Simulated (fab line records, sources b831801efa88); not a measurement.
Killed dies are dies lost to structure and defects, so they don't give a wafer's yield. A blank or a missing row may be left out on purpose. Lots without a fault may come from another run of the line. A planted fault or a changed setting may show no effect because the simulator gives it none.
Problem report in the 8D (eight disciplines) form, filled by code | flow sky130 | the parts of the form that need people (team, actions taken, sign-off) are left out

1. THE PROBLEM
chamber_pressure_mTorr at SKY_LOCAL_INTERCONNECT_STRIP_15 reads a mean of 1800.1 mTorr on 6 wafers of 2 lots; wafers without a fault read 1500.1 mTorr with a standard deviation of 1.4. That is +99 or more standard deviations from the usual mean.
The step: strips in O2/N2.
First seen on wafer L935.1, day 36 16:45, on plasma_asher-01. The record holds 39 wafers of 13 lots with a number at this step. Rule for "out", or "out of limits": more than 4 standard deviations from the usual mean. The other wafers with a number count as sound.

2. WHAT IT IS AND WHAT IT IS NOT
question                    | is                                               | is not
which readings at this step | chamber_pressure_mTorr, strip_time_to_endpoint_s | drypump_motor_current_A
which lots                  | L935, L937                                       | L917, L918, L922, L923, L924, L925, L926, L930, L931, L932, L936
which wafers of those lots  | all that have a number                           | -
read on which tools         | plasma_asher-01                                  | plasma_asher-03, plasma_asher-04
when                        | from day 36 16:45                                | up to then (30 sound wafers); but 3 sound wafers of L936 came after

3. SUSPECTS, AND WHAT RULES EACH OUT
Counting: a tool at a process step up to the reading stays a suspect if it ran every lot that is out and no sound lot after the first of them.
- plasma_asher-01 at SKY_LOCAL_INTERCONNECT_STRIP_15 (strips in O2/N2): kept. It ran every lot that is out, first L935 (day 36 16:45), and no sound lot after that; its last sound lot up to then is L932 (day 35 14:40). Its own readings are out on those wafers: chamber_pressure_mTorr, strip_time_to_endpoint_s.
Left after counting: plasma_asher-01 at SKY_LOCAL_INTERCONNECT_STRIP_15.

4. THE CAUSE (what the simulator had put in)
Process parameter drift: plasma_asher-01, from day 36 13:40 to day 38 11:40, at SKY_LOCAL_INTERCONNECT_STRIP_15. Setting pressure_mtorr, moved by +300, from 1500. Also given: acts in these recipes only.
Counting left only this tool.

5. THE CHAIN OF EFFECTS, in route order
Each row: a reading whose mean over the struck wafers that have a number lies more than 3 standard deviations from the usual. Only readings for which the record gives a usual standard deviation are gone through. hours: the time from each lot's start at the first step in this table that gives one to its start at this step, as a median over the lots. sigmas: the change in usual standard deviations.
hours | step                            | reading                  | usual        | on struck wafers | change | sigmas
0     | SKY_LOCAL_INTERCONNECT_STRIP_15 | chamber_pressure_mTorr   | 1500.1 mTorr | 1800.1           | +300.0 | +99 or more
0     | SKY_LOCAL_INTERCONNECT_STRIP_15 | strip_time_to_endpoint_s | 4.766 s      | 4.622            | -0.144 | -6.9
The process steps in it:
- SKY_LOCAL_INTERCONNECT_STRIP_15: strips in O2/N2.

6. WHAT WOULD HAVE CAUGHT IT SOONER
In this record the first reading out of limits was taken at day 36 16:45, 3 hours after the fault began at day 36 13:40.
